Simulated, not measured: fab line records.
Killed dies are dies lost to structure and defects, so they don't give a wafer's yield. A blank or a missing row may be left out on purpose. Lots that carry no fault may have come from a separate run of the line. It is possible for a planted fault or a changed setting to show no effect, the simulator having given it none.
fab line records ; flow sky130
[record] lots = 6; wafers = 18; lastDay = 51
route steps=708 shown RES_XHIGH@339 SD_N@342 SD_P@359 PAD_OPEN@708
lots that met no fault: taken from a fault-free run of the same line
startH: hours from the record's first day to the start of the lot's first wafer shown ; waitH: hours from the lot's prior step to this one ; " same as the row above ; L1.1+2: several wafers, shown together as one row ; - value missing, or start not given ; * or withheld: withheld ; < > ~ a bound
route shown NAME@n: names a module that has steps shown in the file, with the first one's number in the route ; usual: the fault-free wafers' mean and standard deviation ; same: alike in all rows ; chamber/n: place in a boat ; sites: the reading at each site ; _std_site: how widely they spread, as a standard deviation ; _edge_site: outer sites' mean less inner sites' ; radiusMm: for every site, how far away it sits from the centre of the wafer ; mask NAME#n: copy n ; behind: the tool/chamber that last shaped the wafer ; hold: reason for holding the lot/hours on hold/outcome of the hold ; device: names the non-switching transistor (n, p or np) ; end of line: the tests these same wafers got at the end of their route ; a step with no rows: only its recipe ; killed: not the wafer's yield, but the dies lost to structure and defects at the first sort ; map: shows each die of a wafer: x if killed, . if not, _ if none is there
set.NAME: the setting that was run; set.NAME@STEP: the one run at that earlier step ; model.NAME: the simulator's own value behind a step, which no gauge read
lots at some steps of the route; a table a step, a row a wafer
services: the hour from which a tool's chamber was out of use, counted from the record's first day as startH (under 0 if before that day), plus the number of hours and why
[[steps]]
[step SKY_RES_XHIGH_IMPLANT_07]
[recipe] species = BF2; energyKev = 20; doseCm2 = 3.6e+14; tiltDeg = 0
[step SKY_RES_XHIGH_STRIP_08]
[recipe] chemistry = O2/N2; powerW = 1400; pressureMtorr = 1500; platenTempC = withheld; o2FlowSccm = 3000; n2FlowSccm = 300; overashFraction = 0.5
[usual] chamberPressureMTorr = 1499.8/1.4; drypumpMotorCurrentA = 5.8/0.44; n2FlowSccm = 300.1/0.84; oesProductAu = 0.711/0.0045; stripTimeToEndpointS = 14.28/0.035
lot.wafer;tool;chamber;startH;waitH;chamberPressureMTorr;drypumpMotorCurrentA;n2FlowSccm;oesProductAu;rfHoursCounterH;stripTimeToEndpointS
L617.2;plasmaAsher-04;0;652.92;0.1;1502.2;5.5;301.5;0.715;97;14.27
L617.3;plasmaAsher-04;0;652.92;0.1;1501.1;5.5;301.9;0.717;-;14.22
L617.5;plasmaAsher-04;0;652.92;0.1;1501.0;5.5;300.3;0.709;-;14.21
L625.1;plasmaAsher-01;1;713.87;0.1;1499.6;6.5;300.7;0.709;61;14.33
L625.4;plasmaAsher-01;0;713.87;0.1;1501.5;6.4;300.9;0.704;-;14.29
L625.5;plasmaAsher-01;1;713.87;0.1;1499.0;6.5;300.5;0.712;-;14.25
L629.2;plasmaAsher-02;0;751.80;0.1;1500.7;5.4;298.8;0.713;29;14.29
L629.3;plasmaAsher-02;1;751.80;0.1;1500.7;5.4;299.7;0.712;-;14.26
L629.5;plasmaAsher-02;1;751.80;0.1;1500.6;5.4;299.5;0.717;-;14.29
L630.1;plasmaAsher-04;0;759.51;0.1;1499.8;5.5;299.6;0.708;2;14.32
L630.2;plasmaAsher-04;1;759.51;0.1;1497.7;5.6;301.2;0.711;2;14.30
L630.4;plasmaAsher-04;1;759.51;0.1;1499.1;5.6;299.0;0.719;-;14.28
L637.1;plasmaAsher-04;0;809.61;0.1;1499.3;5.5;300.6;0.712;7;14.30
L637.2;plasmaAsher-04;1;809.61;0.1;1497.8;5.6;299.3;0.710;7;14.29
L637.3;plasmaAsher-04;1;809.61;0.1;1499.3;5.6;300.0;0.712;-;14.23
L638.2;plasmaAsher-01;0;819.16;0.1;1502.3;6.4;300.1;0.711;72;14.34
L638.3;plasmaAsher-01;0;819.16;0.1;1497.4;6.4;299.6;0.721;-;14.34
L638.5;plasmaAsher-01;1;819.16;0.1;1500.7;6.5;301.3;0.707;-;14.30
[step SKY_RES_XHIGH_TW_MEAS_09]
[usual] RES_XHIGH_TW = 1651/6.7
lot.wafer;tool;chamber;startH;waitH;RES_XHIGH_TW
L617.2;filmMetro-04;-;653.03;0.1;1654
L617.3;filmMetro-04;-;653.03;0.1;1653
L617.5;filmMetro-04;-;653.03;0.1;1660
L625.1;filmMetro-02;-;713.97;0.1;1640
L625.4;filmMetro-02;-;713.97;0.1;1647
L625.5;filmMetro-02;-;713.97;0.1;1647
L629.2;filmMetro-03;-;751.91;0.1;1645
L629.3;filmMetro-03;-;751.91;0.1;1662
L629.5;filmMetro-03;-;751.91;0.1;1655
L630.1;filmMetro-02;-;759.61;0.1;1656
L630.2;filmMetro-02;-;759.61;0.1;1658
L630.4;filmMetro-02;-;759.61;0.1;1654
L637.1;filmMetro-03;-;809.71;0.1;1638
L637.2;filmMetro-03;-;809.71;0.1;1642
L637.3;filmMetro-03;-;809.71;0.1;1643
L638.2;filmMetro-02;-;819.27;0.1;1657
L638.3;filmMetro-02;-;819.27;0.1;1654
L638.5;filmMetro-02;-;819.27;0.1;1657
[step SKY_SD_N_DEHYDRATE_00]
[recipe] tempC = 200; timeS = 60
[step SKY_SD_N_HMDS_01]
[recipe] primeTimeS = 60; primeTempC = 120
[step SKY_SD_N_COAT_02]
[recipe] resist = NOVOLAK; spinRpm = 3000; resistThkNm = 1140
[step SKY_SD_N_SOFTBAKE_03]
[recipe] tempC = 90; timeS = 60; resist = NOVOLAK
[step SKY_SD_N_EXPOSE_04]
[recipe] maskId = NSDM; na = 0.6; sourceShape = conventional; sigmaOuter = 0.6; polarization = unpolarized; targetCdNm = 380; doseMj = 141
[step SKY_SD_N_PEB_05]
[recipe] tempC = withheld; timeS = *; resist = NOVOLAK
[step SKY_SD_N_DEVELOP_06]
[recipe] resist = NOVOLAK; developer = TMAH; developTimeS = 60; devTempC = 23
[step SKY_SD_N_CD_MEAS_07]
[recipe] targetCdNm = 380
[usual] cdNm = 379.9/2.6
lot.wafer;tool;chamber;startH;waitH;cdNm
L617.2;cdSem-01;-;681.36;0.1;381.7
L617.3;cdSem-01;-;681.36;0.1;379.7
L617.5;cdSem-01;-;681.36;0.1;379.5
L625.1;cdSem-02;-;741.44;0.1;376.9
L625.4;cdSem-02;-;741.44;0.1;378.0
L625.5;cdSem-02;-;741.44;0.1;378.4
L629.2;cdSem-02;-;779.16;0.1;383.6
L629.3;cdSem-02;-;779.16;0.1;384.5
L629.5;cdSem-02;-;779.16;0.1;385.4
L630.1;cdSem-02;-;786.74;0.1;378.9
L630.2;cdSem-02;-;786.74;0.1;379.6
L630.4;cdSem-02;-;786.74;0.1;382.5
L637.1;cdSem-02;-;836.49;0.1;379.3
L637.2;cdSem-02;-;836.49;0.1;381.4
L637.3;cdSem-02;-;836.49;0.1;384.2
L638.2;cdSem-01;-;844.87;0.1;379.2
L638.3;cdSem-01;-;844.87;0.1;379.7
L638.5;cdSem-01;-;844.87;0.1;381.1
[step SKY_SD_N_OVL_MEAS_08]
[usual] SD_N_OVL = -1.0/1.4
lot.wafer;tool;chamber;startH;waitH;SD_N_OVL[nm]
L617.2;overlay-01;-;681.47;0.1;-3.0
L617.3;overlay-01;-;681.47;0.1;-0.3
L617.5;overlay-01;-;681.47;0.1;-0.9
L625.1;overlay-01;-;741.56;0.1;0.4
L625.4;overlay-01;-;741.56;0.1;-0.6
L625.5;overlay-01;-;741.56;0.1;1.0
L629.2;overlay-02;-;779.26;0.1;-0.9
L629.3;overlay-02;-;779.26;0.1;1.2
L629.5;overlay-02;-;779.26;0.1;0.5
L630.1;overlay-02;-;786.86;0.1;-1.2
L630.2;overlay-02;-;786.86;0.1;-0.3
L630.4;overlay-02;-;786.86;0.1;-0.6
L637.1;overlay-01;-;836.63;0.1;-2.7
L637.2;overlay-01;-;836.63;0.1;-0.7
L637.3;overlay-01;-;836.63;0.1;-1.1
L638.2;overlay-01;-;844.97;0.1;-2.0
L638.3;overlay-01;-;844.97;0.1;-3.3
L638.5;overlay-01;-;844.97;0.1;-3.2
[step SKY_SD_N_IMPLANT_09]
[recipe] species = As; energyKev = 50; doseCm2 = 4e+15; tiltDeg = 0
[usual] beamEnergyKeV = 50.001/0.019
lot.wafer;tool;chamber;startH;waitH;beamEnergyKeV;model.implant.drpNm
L617.2;implanter-04;0;681.53;0.0;50.006;14.11
L617.3;implanter-04;0;681.53;0.0;50.018;14.11
L617.5;implanter-04;0;681.53;0.0;50.028;14.11
L625.1;implanter-02;0;741.59;0.0;49.987;14.11
L625.4;implanter-02;0;741.59;0.0;49.997;14.11
L625.5;implanter-02;0;741.59;0.0;50.001;14.11
L629.2;implanter-02;0;779.32;0.0;51.281;14.38
L629.3;implanter-02;0;779.32;0.0;51.285;14.38
L629.5;implanter-02;0;779.32;0.0;51.299;14.38
L630.1;implanter-02;0;786.89;0.0;51.256;14.38
L630.2;implanter-02;0;786.89;0.0;51.277;14.38
L630.4;implanter-02;0;786.89;0.0;51.271;14.38
L637.1;implanter-04;0;836.67;0.0;50.008;14.11
L637.2;implanter-04;0;836.67;0.0;50.033;14.11
L637.3;implanter-04;0;836.67;0.0;50.015;14.11
L638.2;implanter-03;0;845.03;0.0;50.022;14.11
L638.3;implanter-03;0;845.03;0.0;50.019;14.11
L638.5;implanter-03;0;845.03;0.0;49.995;14.11
[step SKY_SD_N_IMPLANT_10]
[recipe] species = P; energyKev = 20; doseCm2 = 1e+14; tiltDeg = 0
[step SKY_SD_N_STRIP_11]
[recipe] chemistry = O2/N2; powerW = 1400; pressureMtorr = 1500; platenTempC = withheld; o2FlowSccm = 3000; n2FlowSccm = 300; overashFraction = 0.5
[usual] chamberPressureMTorr = 1500.1/1.4; drypumpMotorCurrentA = 6.0/0.47; n2FlowSccm = 299.9/0.93; oesProductAu = 0.527/0.0046; stripTimeToEndpointS = 22.55/0.038
lot.wafer;tool;chamber;startH;waitH;chamberPressureMTorr;drypumpMotorCurrentA;n2FlowSccm;oesProductAu;rfHoursCounterH;stripTimeToEndpointS
L617.2;plasmaAsher-01;1;681.80;0.1;1498.3;6.5;300.3;0.523;58;22.48
L617.3;plasmaAsher-01;0;681.80;0.1;1501.9;6.4;298.2;0.534;-;22.51
L617.5;plasmaAsher-01;0;681.80;0.1;1501.1;6.4;300.8;0.523;-;22.51
L625.1;plasmaAsher-01;1;741.89;0.1;1500.1;6.5;299.1;0.522;64;22.53
L625.4;plasmaAsher-01;1;741.89;0.1;1500.6;6.5;298.6;0.534;-;22.55
L625.5;plasmaAsher-01;0;741.89;0.1;1500.0;6.4;298.8;0.534;-;22.52
L629.2;plasmaAsher-01;1;779.59;0.1;1499.6;6.5;301.2;0.519;68;22.67
L629.3;plasmaAsher-01;1;779.59;0.1;1500.6;6.4;300.9;0.523;-;22.65
L629.5;plasmaAsher-01;0;779.59;0.1;1500.7;6.4;299.6;0.522;-;22.67
L630.1;plasmaAsher-04;0;787.19;0.1;1497.8;5.5;299.4;0.521;5;22.78
L630.2;plasmaAsher-04;1;787.19;0.1;1500.7;5.6;300.7;0.532;5;22.76
L630.4;plasmaAsher-04;1;787.19;0.1;1501.1;5.6;300.8;0.521;-;22.76
L637.1;plasmaAsher-04;1;836.97;0.1;1495.6;5.6;299.6;0.524;10;22.57
L637.2;plasmaAsher-04;0;836.97;0.1;1501.1;5.6;298.9;0.522;10;22.56
L637.3;plasmaAsher-04;1;836.97;0.1;1500.7;5.6;300.8;0.529;-;22.59
L638.2;plasmaAsher-01;1;845.30;0.1;1500.4;6.5;299.4;0.524;74;22.60
L638.3;plasmaAsher-01;1;845.30;0.1;1499.1;6.5;300.5;0.527;-;22.57
L638.5;plasmaAsher-01;0;845.30;0.1;1498.6;6.4;301.3;0.528;-;22.50
[step SKY_SD_N_TW_MEAS_12]
[usual] SD_N_TW = 4016/16
lot.wafer;tool;chamber;startH;waitH;SD_N_TW
L617.2;filmMetro-04;-;681.91;0.1;4015
L617.3;filmMetro-04;-;681.91;0.1;4041
L617.5;filmMetro-04;-;681.91;0.1;4029
L625.1;filmMetro-04;-;741.99;0.1;4028
L625.4;filmMetro-04;-;741.99;0.1;4002
L625.5;filmMetro-04;-;741.99;0.1;4022
L629.2;filmMetro-02;-;779.70;0.1;4020
L629.3;filmMetro-02;-;779.70;0.1;4017
L629.5;filmMetro-02;-;779.70;0.1;4023
L630.1;filmMetro-03;-;787.29;0.1;4037
L630.2;filmMetro-03;-;787.29;0.1;4035
L630.4;filmMetro-03;-;787.29;0.1;4018
L637.1;filmMetro-04;-;837.07;0.1;4060
L637.2;filmMetro-04;-;837.07;0.1;4033
L637.3;filmMetro-04;-;837.07;0.1;4039
L638.2;filmMetro-03;-;845.41;0.1;4037
L638.3;filmMetro-03;-;845.41;0.1;4035
L638.5;filmMetro-03;-;845.41;0.1;4032
[step SKY_SD_N_CLEAN_13]
[recipe] chemistry = SC1/SC2; mix = 1:4:20; tempC = 70; timeS = 150; dry = n2Spin
[step SKY_SD_N_RTA_14]
[recipe] tempC = 1075; timeS = 2; idleTempC = 650; rampUpCPerS = 150; rampDownCPerS = 90; ambient = N2
[usual] lampPowerPct = 15.74/0.058; wafer_temp_C_max = 1078.0/1.2
lot.wafer;tool;chamber;startH;waitH;lampPowerPct;wafer_temp_C_max
L617.2;rtpAnneal-01;0;682.02;0.0;15.69;1079.4
L617.3;rtpAnneal-01;0;682.02;0.0;15.68;1078.9
L617.5;rtpAnneal-01;0;682.02;0.0;15.72;1080.1
L625.1;rtpAnneal-02;0;742.10;0.0;15.68;1077.7
L625.4;rtpAnneal-02;0;742.10;0.0;15.70;1076.6
L625.5;rtpAnneal-02;0;742.10;0.0;15.73;1078.1
L629.2;rtpAnneal-01;0;779.86;0.0;15.75;1078.4
L629.3;rtpAnneal-01;0;779.86;0.0;15.85;1076.5
L629.5;rtpAnneal-01;0;779.86;0.0;15.82;1077.4
L630.1;rtpAnneal-02;0;787.40;0.0;15.67;1079.2
L630.2;rtpAnneal-02;0;787.40;0.0;15.72;1079.2
L630.4;rtpAnneal-02;0;787.40;0.0;15.71;1079.9
L637.1;rtpAnneal-01;0;837.18;0.0;15.77;1077.2
L637.2;rtpAnneal-01;0;837.18;0.0;15.74;1076.6
L637.3;rtpAnneal-01;0;837.18;0.0;15.77;1076.3
L638.2;rtpAnneal-01;0;845.52;0.0;15.78;1077.6
L638.3;rtpAnneal-01;0;845.52;0.0;15.71;1076.4
L638.5;rtpAnneal-01;0;845.52;0.0;15.70;1077.5
[step SKY_SD_N_RS_MEAS_16]
[recipe] thkMeasGauge = four-point-probe
[usual] SD_N_RS = 68.56/0.11
lot.wafer;tool;chamber;startH;waitH;SD_N_RS[ohm/sq]
L617.2;filmMetro-02;-;682.21;0.1;68.54
L617.3;filmMetro-02;-;682.21;0.1;68.38
L617.5;filmMetro-02;-;682.21;0.1;68.54
L625.1;filmMetro-04;-;742.28;0.1;68.61
L625.4;filmMetro-04;-;742.28;0.1;68.66
L625.5;filmMetro-04;-;742.28;0.1;68.63
L629.2;filmMetro-03;-;780.05;0.1;67.76
L629.3;filmMetro-03;-;780.05;0.1;67.83
L629.5;filmMetro-03;-;780.05;0.1;67.68
L630.1;filmMetro-04;-;787.58;0.1;67.70
L630.2;filmMetro-04;-;787.58;0.1;67.71
L630.4;filmMetro-04;-;787.58;0.1;67.46
L637.1;filmMetro-03;-;837.35;0.1;68.80
L637.2;filmMetro-03;-;837.35;0.1;68.63
L637.3;filmMetro-03;-;837.35;0.1;68.45
L638.2;filmMetro-04;-;845.71;0.1;68.55
L638.3;filmMetro-04;-;845.71;0.1;68.62
L638.5;filmMetro-04;-;845.71;0.1;68.66
[step SKY_SD_N_RS_MEAS_17]
[recipe] thkMeasGauge = four-point-probe
[usual] SD_P_RS = 147.0/0.41
lot.wafer;tool;chamber;startH;waitH;SD_P_RS[ohm/sq]
L617.2;filmMetro-02;-;682.33;0.1;146.8
L617.3;filmMetro-02;-;682.33;0.1;146.4
L617.5;filmMetro-02;-;682.33;0.1;146.5
L625.1;filmMetro-04;-;742.40;0.1;147.1
L625.4;filmMetro-04;-;742.40;0.1;147.1
L625.5;filmMetro-04;-;742.40;0.1;146.7
L629.2;filmMetro-03;-;780.17;0.1;146.9
L629.3;filmMetro-03;-;780.17;0.1;147.1
L629.5;filmMetro-03;-;780.17;0.1;146.6
L630.1;filmMetro-04;-;787.70;0.1;146.9
L630.2;filmMetro-04;-;787.70;0.1;147.5
L630.4;filmMetro-04;-;787.70;0.1;146.8
L637.1;filmMetro-03;-;837.47;0.1;147.3
L637.2;filmMetro-03;-;837.47;0.1;147.5
L637.3;filmMetro-03;-;837.47;0.1;147.0
L638.2;filmMetro-04;-;845.83;0.1;146.7
L638.3;filmMetro-04;-;845.83;0.1;147.5
L638.5;filmMetro-04;-;845.83;0.1;147.2
[step SKY_PAD_OPEN_PROBE_99]
[usual] killed_at_M0_to_M3 = 43/6.6; killed_at_M4_up = 3.1/1.9; killedAtContacts = 24/5.2; killedAtFrontEnd = 16/4.5; killedAtOther = 0.4/0.62; killedDies = 87/9; killedOpen = 48/7; killedShort = 39/6.2
[same] grossDies = 492; killedAtBackSide = 0
lot.wafer;tool;chamber;startH;waitH;killed_at_M0_to_M3;killed_at_M4_up;killedAtContacts;killedAtFrontEnd;killedAtOther;killedDies;killedOpen;killedShort
L617.2;prober-02;-;1108.07;0.1;37;3;19;15;0;74;37;37
L617.3;prober-02;-;1108.12;0.2;46;5;17;18;0;86;37;49
L617.5;prober-02;-;1108.22;0.2;47;4;24;18;0;93;52;41
L625.1;prober-01;-;1150.65;0.1;43;2;25;24;0;94;53;41
L625.4;prober-01;-;1150.80;0.2;47;7;19;13;0;86;45;41
L625.5;prober-01;-;1150.85;0.2;36;4;31;18;0;89;57;32
L629.2;prober-01;-;1178.28;0.1;47;2;34;15;0;98;46;51
L629.3;prober-01;-;1178.33;0.2;35;2;35;18;0;90;50;40
L629.5;prober-01;-;1178.43;0.2;55;4;38;18;2;117;65;51
L630.1;prober-02;-;1183.17;0.1;34;4;18;18;0;74;45;29
L630.2;prober-02;-;1183.22;0.1;38;5;29;13;1;86;51;34
L630.4;prober-02;-;1183.32;0.2;44;1;23;18;0;86;54;32
L637.1;prober-01;-;1216.11;0.1;38;4;27;18;1;88;51;37
L637.2;prober-01;-;1216.16;0.1;41;1;27;11;0;80;47;33
L637.3;prober-01;-;1216.21;0.2;43;2;26;16;1;88;47;41
L638.2;prober-01;-;1219.16;0.1;38;2;18;18;0;76;44;31
L638.3;prober-01;-;1219.21;0.2;53;3;27;18;0;101;52;49
L638.5;prober-01;-;1219.31;0.2;41;6;19;18;0;84;37;47
// killed by level:class
L617.2 VIA1:geometricParticle:open=8 CONTACT:geometricParticle:open=7 METAL2:geometricParticle:short=5 VIA1:geometricParticle:short=5 CONTACT:geometricParticle:short=5 VIA2:geometricParticle:short=5 FIELD_ISO:geometricParticle:open=4 VIA2:geometricParticle:open=4
L617.3 VIA1:geometricParticle:open=12 METAL2:geometricParticle:short=8 FIELD_ISO:geometricParticle:open=7 METAL1:geometricParticle:short=7 LOCAL_INTERCONNECT:geometricParticle:short=5 VIA1:geometricParticle:short=5 POLY_GATE:geometricParticle:short=4 LI_CONTACT:geometricParticle:short=4
L617.5 VIA1:geometricParticle:open=14 CONTACT:geometricParticle:open=8 VIA3:geometricParticle:open=7 POLY_GATE:geometricParticle:open=6 VIA1:geometricParticle:short=6 POLY_GATE:geometricParticle:short=5 LI_CONTACT:geometricParticle:open=5 METAL1:geometricParticle:short=5
L625.1 CONTACT:geometricParticle:open=12 VIA1:geometricParticle:open=10 POLY_GATE:geometricParticle:open=9 CONTACT:geometricParticle:short=6 VIA2:geometricParticle:open=6 VIA2:geometricParticle:short=5 VIA3:geometricParticle:open=5 METAL2:geometricParticle:short=5
L625.4 VIA1:geometricParticle:open=12 CONTACT:geometricParticle:open=8 VIA1:geometricParticle:short=6 LI_CONTACT:geometricParticle:open=5 VIA3:geometricParticle:open=5 VIA3:geometricParticle:short=5 FIELD_ISO:geometricParticle:short=4 METAL4:geometricParticle:short=4
L625.5 CONTACT:geometricParticle:open=13 VIA2:geometricParticle:open=12 LI_CONTACT:geometricParticle:open=8 FIELD_ISO:geometricParticle:open=6 VIA3:geometricParticle:open=5 METAL1:geometricParticle:short=5 POLY_GATE:geometricParticle:open=4 CONTACT:geometricParticle:short=4
L629.2 CONTACT:geometricParticle:open=13 VIA1:geometricParticle:open=9 METAL1:geometricParticle:short=8 LI_CONTACT:geometricParticle:short=7 LI_CONTACT:geometricParticle:open=7 METAL2:geometricParticle:short=7 VIA2:geometricParticle:open=7 CONTACT:geometricParticle:short=5
L629.3 VIA1:geometricParticle:open=13 CONTACT:geometricParticle:open=10 CONTACT:geometricParticle:short=10 LI_CONTACT:geometricParticle:open=9 VIA3:geometricParticle:open=6 VIA1:geometricParticle:short=5 FIELD_ISO:geometricParticle:open=4 POLY_GATE:geometricParticle:open=4
L629.5 VIA1:geometricParticle:open=17 CONTACT:geometricParticle:open=15 LI_CONTACT:geometricParticle:open=9 METAL2:geometricParticle:short=8 VIA2:geometricParticle:open=7 POLY_GATE:geometricParticle:open=6 CONTACT:geometricParticle:short=6 LOCAL_INTERCONNECT:geometricParticle:short=4
L630.1 METAL1:geometricParticle:short=8 VIA2:geometricParticle:open=7 POLY_GATE:geometricParticle:open=7 LI_CONTACT:geometricParticle:open=7 CONTACT:geometricParticle:open=6 VIA1:geometricParticle:short=5 FIELD_ISO:geometricParticle:open=5 SPACER:geometricParticle:open=3
L630.2 VIA1:geometricParticle:open=12 LI_CONTACT:geometricParticle:open=10 CONTACT:geometricParticle:open=7 VIA2:geometricParticle:open=6 CONTACT:geometricParticle:short=5 METAL2:geometricParticle:short=5 FIELD_ISO:geometricParticle:open=4 POLY_GATE:geometricParticle:open=4
L630.4 VIA2:geometricParticle:open=10 CONTACT:geometricParticle:open=8 POLY_GATE:geometricParticle:open=7 LI_CONTACT:geometricParticle:open=7 VIA1:geometricParticle:open=6 VIA3:geometricParticle:open=6 FIELD_ISO:geometricParticle:short=5 METAL1:geometricParticle:short=4
L637.1 VIA1:geometricParticle:open=9 CONTACT:geometricParticle:open=8 LI_CONTACT:geometricParticle:open=7 VIA2:geometricParticle:open=7 FIELD_ISO:geometricParticle:open=6 LI_CONTACT:geometricParticle:short=6 POLY_GATE:geometricParticle:short=5 VIA1:geometricParticle:short=5
L637.2 LI_CONTACT:geometricParticle:short=11 VIA3:geometricParticle:open=10 CONTACT:geometricParticle:open=8 VIA2:geometricParticle:open=6 VIA1:geometricParticle:open=5 FIELD_ISO:geometricParticle:open=4 LI_CONTACT:geometricParticle:open=4 METAL1:geometricParticle:short=3
L637.3 VIA1:geometricParticle:open=11 LI_CONTACT:geometricParticle:open=8 CONTACT:geometricParticle:open=8 METAL1:geometricParticle:short=6 FIELD_ISO:geometricParticle:open=5 LI_CONTACT:geometricParticle:short=4 METAL2:geometricParticle:short=4 VIA1:geometricParticle:short=4
L638.2 VIA1:geometricParticle:open=11 LI_CONTACT:geometricParticle:open=9 VIA2:geometricParticle:open=8 FIELD_ISO:geometricParticle:short=5 POLY_GATE:geometricParticle:short=5 METAL2:geometricParticle:short=4 VIA1:geometricParticle:short=4 LOCAL_INTERCONNECT:geometricParticle:short=3
L638.3 CONTACT:geometricParticle:open=10 METAL2:geometricParticle:short=9 VIA1:geometricParticle:open=8 VIA3:geometricParticle:open=8 VIA3:geometricParticle:short=7 LI_CONTACT:geometricParticle:open=5 METAL1:geometricParticle:short=5 VIA2:geometricParticle:open=5
L638.5 CONTACT:geometricParticle:open=8 VIA2:geometricParticle:open=7 VIA1:geometricParticle:open=6 CONTACT:geometricParticle:short=6 METAL1:geometricParticle:short=6 VIA3:geometricParticle:open=6 POLY_GATE:geometricParticle:short=5 POLY_GATE:geometricParticle:open=5
[[services]]
tool;chamber;startH;hours;kind
plasmaAsher-01;-;638.94;0.8;repair
plasmaAsher-02;-;655.33;14.6;pm
implanter-02;-;665.81;3.2;pm
implanter-02;-;677.43;1.8;repair
plasmaAsher-04;-;710.14;1.0;repair
rtpAnneal-01;-;713.62;8.9;pm
implanter-04;-;733.24;5.0;pm
plasmaAsher-04;-;733.75;9.0;pm
plasmaAsher-04;0;733.75;9.0;ventCycle
plasmaAsher-04;1;733.75;9.0;ventCycle
plasmaAsher-04;0;742.75;-;clean
plasmaAsher-04;1;742.75;-;clean
plasmaAsher-01;-;769.49;1.9;repair
rtpAnneal-02;-;776.54;4.3;pm
implanter-02;-;780.26;1.8;repair
plasmaAsher-01;-;785.53;2.8;pm
implanter-03;-;792.93;2.3;repair
implanter-04;-;817.35;5.9;repair
implanter-03;-;845.54;3.8;repair
[[key]]
[firstSign] step = SKY_SD_N_IMPLANT_09; reading = beamEnergyKeV; direction = up; sigmas = 68; usual = *; struck = *
[effect] step = SKY_SD_N_STRIP_11; reading = stripTimeToEndpointS; direction = up; sigmas = 4.4; usual = *; struck = *
[effect] step = SKY_SD_N_RS_MEAS_16; reading = SD_N_RS; direction = down; sigmas = 7.7; usual = 68.56; struck = 67.69
[modelEffect] step = SKY_SD_N_IMPLANT_09; value = implant.drpNm; without = 14.11; struck = 14.38
metAt SKY_SD_N_IMPLANT_09
struckWafers L629.2,L629.3,L629.5,L630.1,L630.2,L630.4
testerLeftOut L629,L630
onsetBetween 741.59 779.32
[fault] kind = processParameterDrift; tool = implanter-02; chamber = -; onsetH = 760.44; steps = SKY_SD_N_IMPLANT_09; channel = energyKev; offset = *; shape = step; endH = 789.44; actsIn = *; stated = *
// testerLeftOut: of these lots the tester's yield and bins aren't shown, on N5 and GAA mostly nor the transistor test; their killed dies are dies lost to structure and defects alone, not to doping, threshold or leakage, so they don't give the yield
